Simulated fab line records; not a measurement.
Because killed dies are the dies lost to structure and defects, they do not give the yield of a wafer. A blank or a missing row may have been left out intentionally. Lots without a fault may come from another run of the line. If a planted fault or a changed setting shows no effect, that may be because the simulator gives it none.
A single fault, viewed from 2 desks | flow sky130 | each desk has only its own numbers; what lay behind them comes last

## TOOL OWNER'S DESK, litho track-03
The tool's own readings at SKY_SONOS_TUNNEL_COAT_02 (resist thk 1140 nm): means of the sampled wafers that have a number, for each lot that ran on this tool. Marked OUT: a lot whose mean sits more than 4 standard deviations from the usual mean, which makes it out of limits; the brackets give that distance.
Columns: A = spin speed rpm at SKY_SONOS_TUNNEL_COAT_02, usual 2999.9 rpm
lot  | first seen here | A
L706 | day 12 10:34    | 3000.1
L712 | day 14 19:35    | 3099.3 (+45) OUT
L713 | day 15 01:13    | 3097.6 (+44) OUT
This desk's verdict: out of limits on L712, L713, starting with L712 at day 14 19:35 (spin speed rpm at SKY_SONOS_TUNNEL_COAT_02). In limits: L706.

## FROM THE METROLOGY DESK
What the gauges read, lot by lot, whatever tool the lot ran on: means of the sampled wafers that have a number. Marked OUT: a lot whose mean sits more than 4 standard deviations from the usual mean, which makes it out of limits; the brackets give that distance.
Columns: A = VT_ADJUST_PCH_OVL at SKY_VT_ADJUST_PCH_OVL_MEAS_07, usual 0.1 nm; B = VT_ADJUST_PCH_TW at SKY_VT_ADJUST_PCH_TW_MEAS_10, usual 143.6; C = cd nm at SKY_SONOS_TUNNEL_CD_MEAS_07, usual 410.3 nm
lot  | first seen here | A    | B     | C
L705 | day 11 16:29    | -1.7 | 142.6 | 409.9
L706 | day 11 21:54    | 2.2  | 144.8 | 409.1
L712 | day 14 06:17    | -0.1 | 142.3 | 414.3
L713 | day 14 12:11    | 0.5  | 142.5 | 411.1
L717 | day 15 17:20    | -1.0 | 143.3 | 411.7
L718 | day 15 21:53    | -2.4 | 142.5 | 411.5
Result from this desk: across the 6 lots, nothing is out of limits.

## TAKEN TOGETHER
The tool owner's desk had the chance to raise an alarm at day 14 19:35 on L712, L713.
From the metrology desk's view, nothing was out of limits.
The metrology desk has L712, L713 on record, within its limits.
Every lot named ran SKY_SONOS_TUNNEL_COAT_02 on litho track-03.

## WHAT THE SIMULATOR HAD INSERTED
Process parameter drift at SKY_SONOS_TUNNEL_COAT_02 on litho track-03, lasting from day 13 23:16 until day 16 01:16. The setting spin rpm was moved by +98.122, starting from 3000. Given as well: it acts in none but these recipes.
Shown lots that were struck: L712, L713.
How many hours passed from the start of the fault until each desk's first out-of-limits reading: the tool owner's desk, 20.
